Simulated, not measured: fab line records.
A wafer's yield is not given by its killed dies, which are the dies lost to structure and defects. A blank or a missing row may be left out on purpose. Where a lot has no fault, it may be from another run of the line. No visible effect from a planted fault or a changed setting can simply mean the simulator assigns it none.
Which of the tools did it? | flow sky130 | 39 wafers from 13 lots sampled at 5 of the route's 708 steps

== WHAT THE GAUGES READ, wafer by wafer ==
SKY_SONOS_TUNNEL_OVL_MEAS_08.
lot  | measured     | on         | SONOS_TUNNEL_OVL (nm)
L856 | day 11 11:57 | overlay-01 | 2.9 1.5 1.8
L857 | day 11 12:57 | overlay-02 | -0.3 -0.5 -0.6
L858 | day 11 20:40 | overlay-02 | -0.5 0.4 0.2
L860 | day 12 19:21 | overlay-02 | 0.4 -0.8 -1.0
L861 | day 13 00:46 | overlay-02 | -0.4 -0.4 -0.4
L862 | day 13 10:21 | overlay-01 | 1.1 2.9 2.3
L863 | day 13 16:50 | overlay-02 | 0.2 -0.2 -0.5
L866 | day 14 16:46 | overlay-02 | 0.7 -0.8 1.0
L867 | day 15 01:31 | overlay-02 | 0.7 -0.8 -0.5
L868 | day 15 06:59 | overlay-01 | 1.3 1.1 0.8
L870 | day 15 20:07 | overlay-02 | -3.2 -2.6 -1.8
L871 | day 16 07:26 | overlay-02 | 1.0 2.6 1.5
L875 | day 17 18:14 | overlay-01 | 1.6 0.3 0.1

SKY_SONOS_ONO_THK_MEAS_03.
lot  | measured     | on            | SONOS_ONO_CVD_02_THK (nm)
L856 | day 11 16:06 | film-metro-01 | 10.58 10.59 10.64
L857 | day 11 16:08 | film-metro-02 | 10.77 10.72 10.66
L858 | day 12 01:01 | film-metro-02 | 10.49 10.53 10.63
L860 | day 13 02:02 | film-metro-02 | 10.54 10.51 10.40
L861 | day 13 05:39 | film-metro-02 | 10.48 10.55 10.50
L862 | day 13 15:56 | film-metro-04 | 10.44 10.48 10.45
L863 | day 14 00:56 | film-metro-01 | 10.41 10.55 10.60
L866 | day 14 20:38 | film-metro-02 | 10.60 10.52 10.43
L867 | day 15 07:52 | film-metro-01 | 10.46 10.51 10.48
L868 | day 15 11:01 | film-metro-02 | 10.58 10.34 10.29
L870 | day 15 23:59 | film-metro-01 | 10.55 10.40 10.39
L871 | day 16 12:05 | film-metro-02 | 10.56 10.67 10.58
L875 | day 17 22:54 | film-metro-04 | 11.56 11.78 11.70

SKY_SONOS_ONO_CD_MEAS_13: the cd target is 410 nm.
lot  | measured     | on        | cd-nm (nm)
L856 | day 12 17:25 | cd-sem-02 | 412.1 412.2 415.0
L857 | day 12 18:23 | cd-sem-02 | 412.0 408.9 409.2
L858 | day 13 02:34 | cd-sem-01 | 413.7 414.4 413.1
L860 | day 14 04:20 | cd-sem-01 | 409.5 409.8 410.2
L861 | day 14 08:12 | cd-sem-01 | 407.5 408.1 405.2
L862 | day 14 19:13 | cd-sem-02 | 410.3 409.4 414.0
L863 | day 15 04:37 | cd-sem-02 | 407.8 408.1 407.8
L866 | day 16 00:14 | cd-sem-01 | 407.1 409.0 409.3
L867 | day 16 12:04 | cd-sem-01 | 408.9 410.7 409.7
L868 | day 16 15:53 | cd-sem-01 | 411.3 409.9 407.9
L870 | day 17 05:34 | cd-sem-01 | 411.5 412.3 410.5
L871 | day 17 17:49 | cd-sem-02 | 409.1 408.4 409.6
L875 | day 19 06:26 | cd-sem-02 | 411.5 410.6 411.8

SKY_SONOS_ONO_OVL_MEAS_14.
lot  | measured     | on         | SONOS_ONO_OVL (nm)
L856 | day 12 17:32 | overlay-02 | 1.2 0.2 -0.9
L857 | day 12 18:29 | overlay-01 | 0.7 2.1 1.1
L858 | day 13 02:40 | overlay-02 | 2.4 0.0 1.9
L860 | day 14 04:27 | overlay-02 | 1.1 0.4 0.5
L861 | day 14 08:18 | overlay-01 | 1.9 1.8 2.1
L862 | day 14 19:18 | overlay-01 | 1.2 1.3 2.3
L863 | day 15 04:44 | overlay-02 | -1.4 -0.6 -0.9
L866 | day 16 00:20 | overlay-02 | 1.7 1.8 0.4
L867 | day 16 12:09 | overlay-02 | 0.2 -2.0 -0.8
L868 | day 16 16:00 | overlay-02 | 0.9 2.4 1.6
L870 | day 17 05:39 | overlay-01 | 1.2 0.6 -0.2
L871 | day 17 17:56 | overlay-02 | -0.3 0.5 0.8
L875 | day 19 06:32 | overlay-02 | -0.1 -0.4 0.4

== WHAT TOOL EACH LOT RAN ON (gives the tool, then ch and the chambers of the sampled wafers, and finally the start) ==
lot  | SKY_SONOS_ONO_CVD_02
L856 | lpcvd-02 ch 0, day 11 15:03
L857 | lpcvd-02 ch 1, day 11 15:03
L858 | lpcvd-02 ch 1, day 11 23:56
L860 | lpcvd-02 ch 1, day 13 00:28
L861 | lpcvd-02 ch 0, day 13 04:35
L862 | lpcvd-02 ch 0, day 13 14:52
L863 | lpcvd-02 ch 1, day 13 23:53
L866 | lpcvd-02 ch 1, day 14 19:35
L867 | lpcvd-02 ch 1, day 15 06:48
L868 | lpcvd-02 ch 1, day 15 09:58
L870 | lpcvd-02 ch 1, day 15 22:55
L871 | lpcvd-02 ch 0, day 16 11:02
L875 | lpcvd-02 ch 0, day 17 21:50
- SKY_SONOS_ONO_CVD_02: deposits Si3N4 from DCS/NH3, target thk 10.5 nm, time 180 s.

== WHAT THE TOOLS THEMSELVES READ (means of the sampled wafers that have a number; where no wafer has one, the mark that the record gives instead) ==
The record holds no such reading with a usual standard deviation.

== THE ANSWER, worked out from the rows above alone ==
Rule: what is usual is taken from the lots themselves. Put in order of their means at a reading, lots are off if they are a third of the lots or fewer, leave a main group of 4 or more, and stand apart from it by a gap of 3 or more times the standard deviation of the main group's means; of several such gaps the widest counts. A main group whose means are all the same, to the digits that the tables above print for the reading, isn't used. A lot without any number at a reading at which 4 lots or more have one is off too. All remaining lots with rows at the step are treated as sound. Order of review: gauges by route order, followed by the tools' own readings, for which a lot's mean as printed above is used. At the first step where some lot is off, the reading lying furthest off is the one used; lots without a number count as furthest.
Off: L875, seen at SKY_SONOS_ONO_THK_MEAS_03 (SONOS_ONO_CVD_02_THK). The main group has a mean of 10.52 nm with a standard deviation of 0.081.
A tool fits if, at a process step before that reading, it ran every lot that is off, and no sound lot after the first of them. Those tools and the gauges at SKY_SONOS_ONO_THK_MEAS_03 are tried in the same way. Can't be told from this: 2 tools fit, lpcvd-02 at SKY_SONOS_ONO_CVD_02, film-metro-04 at SKY_SONOS_ONO_THK_MEAS_03.

== WHAT WAS PUT IN BY THE SIMULATOR ==
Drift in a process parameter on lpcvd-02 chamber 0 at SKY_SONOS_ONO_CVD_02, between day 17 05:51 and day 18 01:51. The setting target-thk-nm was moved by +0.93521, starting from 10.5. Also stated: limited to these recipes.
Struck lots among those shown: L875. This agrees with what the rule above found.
